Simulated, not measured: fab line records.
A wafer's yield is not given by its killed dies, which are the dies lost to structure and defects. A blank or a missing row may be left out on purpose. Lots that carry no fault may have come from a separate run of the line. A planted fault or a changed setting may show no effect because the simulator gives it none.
fab line records + flow gf180mcu
[record]
- lots = 13
- wafers = 39
- last_day = 34
route steps=602 shown M2@377 V2@408 V4@493 PASSIVATION@587
lots untouched by any fault: they come from a run of this same line in which no faults occurred
start_h: the number of hours between the record's first day and the start of the first shown wafer of the lot + wait_h: hours since the lot's step before + " identical to the entry in the row above + L1.1+2: several wafers, shown together as one row + - no value present, or no start provided + * or withheld: withheld + < > ~ a bound
route shown NAME@n: a module of which the file shows steps, and the number in the route of the first + usual: mean/standard deviation taken from wafers without a fault + same: alike in all rows + chamber/n: place in a boat + sites: each site's reading + _std_site: standard deviation across them + _edge_site: mean of outer sites minus mean of inner sites + radius_mm: how far each site lies from the wafer's centre + mask NAME#n: copy n + behind: the last tool/chamber to shape the wafer + hold: why the lot went on hold/how many hours it stayed there/how the hold came to an end + device: which transistor (n, p or np) failed to switch + end of line: the route-end tests of the same wafers + a step without rows: its recipe alone + killed: the dies lost at the first sort to structure and to defects; this is not the yield of the wafer + map: a wafer's dies, marking killed ones x, the rest . and places with no die _
set.NAME: the setting the step ran with; set.NAME@STEP: the setting that earlier step ran with + model.NAME: the simulator's own value behind a step, which no gauge read
the route's steps for a sample of lots (tables are steps, rows are wafers)
services: a tool's chamber out of use, with start hour (start_h, from the record's first day; less than 0 if before it), hours out, and reason
[[steps]]
[step GF_M2_OVL_MEAS_15]
[usual]
- M2_OVL = 2/4.5
| lot.wafer | tool       | chamber | start_h | wait_h | M2_OVL[nm] |
|-----------|------------|---------|---------|--------|------------|
| L650.1    | overlay-01 | -       | 459.68  | 0.1    | 6          |
| L650.3    | "          | -       | "       | "      | 0          |
| L650.4    | "          | -       | "       | "      | 2          |
| L651.2    | overlay-01 | -       | 463.54  | 0.1    | -2         |
| L651.4    | "          | -       | "       | "      | 2          |
| L651.6    | "          | -       | "       | "      | 2          |
| L654.1    | overlay-02 | -       | 492.05  | 0.1    | -9         |
| L654.2    | "          | -       | "       | "      | 4          |
| L654.3    | "          | -       | "       | "      | 2          |
| L656.1    | overlay-02 | -       | 518.60  | 0.1    | -2         |
| L656.4    | "          | -       | "       | "      | 5          |
| L656.6    | "          | -       | "       | "      | 4          |
| L657.1    | overlay-02 | -       | 524.08  | 0.1    | 1          |
| L657.2    | "          | -       | "       | "      | 7          |
| L657.6    | "          | -       | "       | "      | 11         |
| L658.2    | overlay-01 | -       | 536.21  | 0.1    | -3         |
| L658.4    | "          | -       | "       | "      | -1         |
| L658.6    | "          | -       | "       | "      | 3          |
| L660.1    | overlay-02 | -       | 549.03  | 0.1    | 0          |
| L660.4    | "          | -       | "       | "      | 1          |
| L660.6    | "          | -       | "       | "      | 2          |
| L664.1    | overlay-02 | -       | 575.85  | 0.1    | -5         |
| L664.2    | "          | -       | "       | "      | -9         |
| L664.3    | "          | -       | "       | "      | 1          |
| L666.2    | overlay-02 | -       | 590.66  | 0.1    | 7          |
| L666.5    | "          | -       | "       | "      | -4         |
| L666.6    | "          | -       | "       | "      | 0          |
| L667.2    | overlay-01 | -       | 597.29  | 0.1    | 9          |
| L667.3    | "          | -       | "       | "      | 9          |
| L667.4    | "          | -       | "       | "      | 3          |
| L668.2    | overlay-01 | -       | 607.94  | 0.1    | 2          |
| L668.3    | "          | -       | "       | "      | 5          |
| L668.6    | "          | -       | "       | "      | -2         |
| L670.2    | overlay-02 | -       | 619.44  | 0.1    | 1          |
| L670.3    | "          | -       | "       | "      | 0          |
| L670.4    | "          | -       | "       | "      | 9          |
| L671.1    | overlay-02 | -       | 628.00  | 0.1    | -3         |
| L671.3    | "          | -       | "       | "      | -1         |
| L671.4    | "          | -       | "       | "      | -2         |
[step GF_V2_CMP_26]
[recipe]
- stop_on = SiO2
- down_force_psi = 3.5
- platen_rpm = 60
- t_overpolish_s = 15
- target_thk_nm = 0
- pad_velocity_m_s = 0.94248
[usual]
- motor_current_A = 11.2/0.9
- overpolish_run_s = 15.000/0.0094
- time_to_endpoint_s = 85/3.5
| lot.wafer | tool   | chamber | start_h | wait_h | motor_current_A | overpolish_run_s | time_to_endpoint_s |
|-----------|--------|---------|---------|--------|-----------------|------------------|--------------------|
| L650.4    | cmp-02 | 2       | 486.05  | 0.0    | 10.6            | 14.971           | 94                 |
| L650.1    | "      | 0       | "       | "      | 10.8            | 14.993           | 95                 |
| L650.3    | "      | 1       | "       | "      | 10.4            | 15.014           | 90                 |
| L651.2    | cmp-02 | 1       | 490.66  | 0.0    | 10.4            | 14.996           | 89                 |
| L651.4    | "      | 3       | "       | "      | 9.5             | 15.000           | 85                 |
| L651.6    | "      | 2       | "       | "      | 10.7            | 15.003           | 88                 |
| L654.3    | cmp-01 | 2       | 518.22  | 0.0    | 11.1            | 15.007           | 84                 |
| L654.1    | "      | 3       | "       | "      | 12.0            | 14.998           | 84                 |
| L654.2    | "      | 0       | "       | "      | 10.9            | 15.007           | 86                 |
| L656.4    | cmp-01 | 0       | 544.05  | 0.1    | 11.5            | 14.994           | 88                 |
| L656.1    | "      | 1       | "       | "      | 13.0            | 15.029           | 82                 |
| L656.6    | "      | 3       | "       | "      | 12.6            | 14.999           | 86                 |
| L657.1    | cmp-01 | 1       | 549.28  | 0.1    | 12.6            | 15.025           | 82                 |
| L657.2    | "      | 0       | "       | "      | 11.8            | 14.989           | 86                 |
| L657.6    | "      | 2       | "       | "      | 11.6            | 14.999           | 88                 |
| L658.2    | cmp-02 | 1       | 561.48  | 0.0    | 10.4            | 15.000           | 89                 |
| L658.4    | "      | 3       | "       | "      | 10.1            | 15.008           | 83                 |
| L658.6    | "      | 2       | "       | "      | 10.9            | 14.998           | 90                 |
| L660.1    | cmp-01 | 0       | 573.23  | 0.1    | 11.3            | 14.992           | 83                 |
| L660.4    | "      | 1       | "       | "      | 12.3            | 14.998           | 79                 |
| L660.6    | "      | 0       | "       | "      | 11.7            | 14.999           | 85                 |
| L664.1    | cmp-01 | 0       | 600.12  | 0.1    | 10.9            | 15.013           | 89                 |
| L664.2    | "      | 1       | "       | "      | 12.6            | 15.000           | 86                 |
| L664.3    | "      | 2       | "       | "      | 11.3            | 15.008           | 94                 |
| L666.2    | cmp-02 | 1       | 614.54  | 0.6    | 10.1            | 15.005           | 83                 |
| L666.6    | "      | 2       | "       | "      | 11.2            | 14.989           | 85                 |
| L666.5    | "      | 3       | "       | "      | 10.6            | 14.984           | 84                 |
| L667.2    | cmp-01 | 0       | 620.70  | 0.2    | 11.3            | 14.993           | 81                 |
| L667.3    | "      | 1       | "       | "      | 12.1            | 15.000           | 79                 |
| L667.4    | "      | 3       | "       | "      | 12.0            | 14.999           | 83                 |
| L668.2    | cmp-01 | 3       | 631.65  | 0.1    | 12.1            | 15.014           | 85                 |
| L668.3    | "      | 0       | "       | "      | 11.4            | 15.005           | 81                 |
| L668.6    | "      | 2       | "       | "      | 11.7            | 14.995           | 83                 |
| L670.2    | cmp-01 | 2       | 642.37  | 0.0    | 11.1            | 15.003           | 87                 |
| L670.3    | "      | 3       | "       | "      | 12.1            | 14.996           | 86                 |
| L670.4    | "      | 0       | "       | "      | 12.3            | 15.014           | 84                 |
| L671.3    | cmp-02 | 0       | 650.52  | 0.0    | 9.9             | 14.996           | 85                 |
| L671.1    | "      | 1       | "       | "      | 10.8            | 15.007           | 81                 |
| L671.4    | "      | 2       | "       | "      | 10.2            | 14.994           | 81                 |
[step GF_V4_ETCH_17]
[recipe]
- chemistry = C4F8/O2/Ar
- mask_material = KrF
- target = SiO2
- stop_on = TiN
- source_w = 1500
- bias_w = 1200
- pressure_mtorr = 40
- c4f8_flow_sccm = withheld
- O2_flow_sccm = 6
- Ar_flow_sccm = 300
- time_s = withheld
- target_depth_a = 6300
[usual]
- bias_w = 1200/3.6
- chamber_pressure_mTorr = 40.00/0.043
- oes_product_au = 0.856/0.0049
| lot.wafer | tool        | chamber | start_h | wait_h | bias_w | chamber_pressure_mTorr | oes_product_au |
|-----------|-------------|---------|---------|--------|--------|------------------------|----------------|
| L650.1    | rie_diel-04 | 3       | -       | -      | 1204   | 40.00                  | 0.861          |
| L650.3    | "           | 1       | "       | "      | 1203   | 40.01                  | 0.853          |
| L650.4    | "           | 2       | "       | "      | 1203   | 40.02                  | 0.859          |
| L651.2    | rie_diel-01 | 2       | -       | -      | 1195   | 39.97                  | 0.856          |
| L651.4    | "           | 1       | "       | "      | 1202   | 39.94                  | 0.863          |
| L651.6    | "           | 3       | "       | "      | 1206   | 40.01                  | 0.854          |
| L654.1    | rie_diel-04 | 0       | -       | -      | 1204   | 40.07                  | 0.865          |
| L654.2    | "           | 1       | "       | "      | 1198   | 39.95                  | 0.864          |
| L654.3    | "           | 3       | "       | "      | 1197   | 40.03                  | 0.855          |
| L656.1    | rie_diel-01 | 0       | -       | -      | 1198   | 40.02                  | 0.853          |
| L656.4    | "           | 3       | "       | "      | 1201   | 39.93                  | 0.857          |
| L656.6    | "           | 1       | "       | "      | 1201   | 40.03                  | 0.858          |
| L657.1    | rie_diel-01 | 1       | -       | -      | 1199   | 40.03                  | 0.850          |
| L657.2    | "           | 2       | "       | "      | 1200   | 40.02                  | 0.855          |
| L657.6    | "           | 1       | "       | "      | 1205   | 39.96                  | 0.858          |
| L658.2    | rie_diel-02 | 0       | -       | -      | 1203   | 39.96                  | 0.852          |
| L658.4    | "           | 2       | "       | "      | 1197   | 39.93                  | 0.856          |
| L658.6    | "           | 0       | "       | "      | 1202   | 39.95                  | 0.861          |
| L660.1    | rie_diel-02 | 0       | -       | -      | 1199   | 39.98                  | 0.858          |
| L660.4    | "           | 2       | "       | "      | 1196   | 40.03                  | 0.851          |
| L660.6    | "           | 0       | "       | "      | 1200   | 40.04                  | 0.854          |
| L664.1    | rie_diel-01 | 0       | -       | -      | 1197   | 39.98                  | 0.859          |
| L664.2    | "           | 1       | "       | "      | 1207   | 39.98                  | 0.856          |
| L664.3    | "           | 2       | "       | "      | 1199   | 40.02                  | 0.856          |
| L666.2    | rie_diel-02 | 1       | -       | -      | 1201   | 39.98                  | 0.853          |
| L666.5    | "           | 0       | "       | "      | 1199   | 40.04                  | 0.848          |
| L666.6    | "           | 1       | "       | "      | 1196   | 39.98                  | 0.851          |
| L667.2    | rie_diel-01 | 2       | -       | -      | 1201   | 39.97                  | 0.849          |
| L667.3    | "           | 0       | "       | "      | 1199   | 39.99                  | 0.865          |
| L667.4    | "           | 3       | "       | "      | 1196   | 40.03                  | 0.863          |
| L668.2    | rie_diel-01 | 1       | -       | -      | 1197   | 39.96                  | 0.857          |
| L668.3    | "           | 0       | "       | "      | 1201   | 39.96                  | 0.861          |
| L668.6    | "           | 3       | "       | "      | 1198   | 40.06                  | 0.862          |
| L670.2    | rie_diel-01 | 0       | -       | -      | 1199   | 39.91                  | 0.860          |
| L670.3    | "           | 3       | "       | "      | 1203   | 39.99                  | 0.851          |
| L670.4    | "           | 1       | "       | "      | 1199   | 40.01                  | 0.856          |
| L671.1    | rie_diel-01 | 2       | -       | -      | 1200   | 39.91                  | 0.860          |
| L671.3    | "           | 0       | "       | "      | 1200   | 40.04                  | 0.849          |
| L671.4    | "           | 3       | "       | "      | 1193   | 39.96                  | 0.861          |
[step GF_PASSIVATION_CVD_00]
[recipe]
- material = SiO2
- target_thk_nm = 1000
- precursor = TEOS
- temp_c = 400
- time_s = 111.95
- rf_w = 579.7
[usual]
- heater_power_outer_w = 408/72
- heater_power_w = 701/91
| lot.wafer | tool     | chamber | start_h | wait_h | heater_power_outer_w | heater_power_w |
|-----------|----------|---------|---------|--------|----------------------|----------------|
| L650.1    | pecvd-04 | 0       | 669.36  | 0.0    | 343                  | 642            |
| L650.3    | "        | 2       | "       | "      | 478                  | 842            |
| L650.4    | "        | 2       | "       | "      | 516                  | 897            |
| L651.2    | pecvd-04 | 1       | 672.78  | 0.0    | 313                  | 594            |
| L651.4    | "        | 0       | "       | "      | 340                  | 642            |
| L651.6    | "        | 1       | "       | "      | 358                  | 658            |
| L654.1    | pecvd-03 | 1       | 696.52  | 0.0    | 531                  | 857            |
| L654.2    | "        | 2       | "       | "      | 392                  | 708            |
| L654.3    | "        | 0       | "       | "      | 474                  | 733            |
| L656.1    | pecvd-02 | 2       | 716.24  | 0.0    | -                    | -              |
| L656.4    | "        | 2       | "       | "      | -                    | -              |
| L656.6    | "        | 1       | "       | "      | -                    | -              |
| L657.1    | pecvd-02 | 1       | 720.27  | 0.0    | -                    | -              |
| L657.2    | "        | 2       | "       | "      | -                    | -              |
| L657.6    | "        | 1       | "       | "      | -                    | -              |
| L658.2    | pecvd-02 | 2       | 729.02  | 0.0    | -                    | -              |
| L658.4    | "        | 0       | "       | "      | -                    | -              |
| L658.6    | "        | 2       | "       | "      | -                    | -              |
| L660.1    | pecvd-02 | 2       | 740.19  | 0.0    | 302                  | 593            |
| L660.4    | "        | 1       | "       | "      | 375                  | 651            |
| L660.6    | "        | 2       | "       | "      | 345                  | 628            |
| L664.1    | pecvd-02 | 1       | 760.53  | 0.0    | 432                  | 708            |
| L664.2    | "        | 0       | "       | "      | 421                  | 622            |
| L664.3    | "        | 2       | "       | "      | 290                  | 577            |
| L666.2    | pecvd-03 | 1       | 774.50  | 0.0    | 412                  | 696            |
| L666.5    | "        | 1       | "       | "      | 487                  | 780            |
| L666.6    | "        | 0       | "       | "      | 375                  | 604            |
| L667.2    | pecvd-02 | 2       | 780.38  | 0.0    | 323                  | 612            |
| L667.3    | "        | 0       | "       | "      | 411                  | 633            |
| L667.4    | "        | 2       | "       | "      | 350                  | 639            |
| L668.2    | pecvd-04 | 2       | 786.74  | 0.0    | 548                  | 921            |
| L668.3    | "        | 0       | "       | "      | 291                  | 599            |
| L668.6    | "        | 2       | "       | "      | 427                  | 762            |
| L670.2    | pecvd-03 | 0       | 794.38  | 0.0    | 412                  | 686            |
| L670.3    | "        | 2       | "       | "      | 422                  | 750            |
| L670.4    | "        | 2       | "       | "      | 457                  | 780            |
| L671.1    | pecvd-02 | 1       | 799.05  | 0.0    | 507                  | 812            |
| L671.3    | "        | 2       | "       | "      | 287                  | 598            |
| L671.4    | "        | 2       | "       | "      | 329                  | 618            |
[[services]]
| tool        | chamber | start_h | hours | kind   |
|-------------|---------|---------|-------|--------|
| cmp-01      | -       | 470.69  | 3.2   | repair |
| rie_diel-01 | 0       | 484.01  | 7.6   | repair |
| cmp-01      | -       | 490.80  | 1.4   | repair |
| cmp-02      | -       | 494.69  | 7.8   | pm     |
| rie_diel-01 | -       | 510.38  | 2.1   | repair |
| rie_diel-01 | 1       | 514.23  | 6.9   | repair |
| rie_diel-01 | 2       | 515.70  | 3.4   | repair |
| pecvd-02    | -       | 526.74  | 6.3   | repair |
| cmp-02      | -       | 552.77  | 3.3   | repair |
| cmp-02      | -       | 572.11  | 4.0   | pm     |
| cmp-01      | -       | 590.07  | 4.4   | repair |
| cmp-01      | -       | 591.91  | 0.6   | repair |
| cmp-01      | -       | 608.55  | 9.3   | pm     |
| rie_diel-01 | -       | 610.89  | 2.2   | repair |
| cmp-02      | -       | 617.88  | 7.0   | pm     |
| rie_diel-01 | -       | 619.39  | 0.4   | repair |
| rie_diel-01 | 0       | 625.21  | 5.1   | repair |
| pecvd-02    | 2       | 667.54  | 15.8  | repair |
| pecvd-02    | -       | 689.56  | 0.8   | repair |
| cmp-02      | -       | 689.97  | 0.5   | repair |
| rie_diel-01 | 1       | 739.84  | 4.6   | repair |
| cmp-01      | -       | 744.29  | 4.0   | pm     |
| cmp-01      | -       | 785.34  | 6.2   | pm     |
| cmp-01      | -       | 795.49  | 6.5   | pm     |
[[key]]
[first_sign]
- step = GF_PASSIVATION_CVD_00
- reading = tool_record
- direction = missing
effect none on later readings
met_at GF_PASSIVATION_CVD_00
struck_lots L656,L657,L658
not_acting_at GF_M2_OVL_MEAS_15,GF_V2_CMP_26,GF_V4_ETCH_17
[fault]
- kind = skipped_step_whole
- tool = pecvd-02
- chamber = -
- onset_h = 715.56
- steps = GF_PASSIVATION_CVD_00
- scope = struck_lots_only
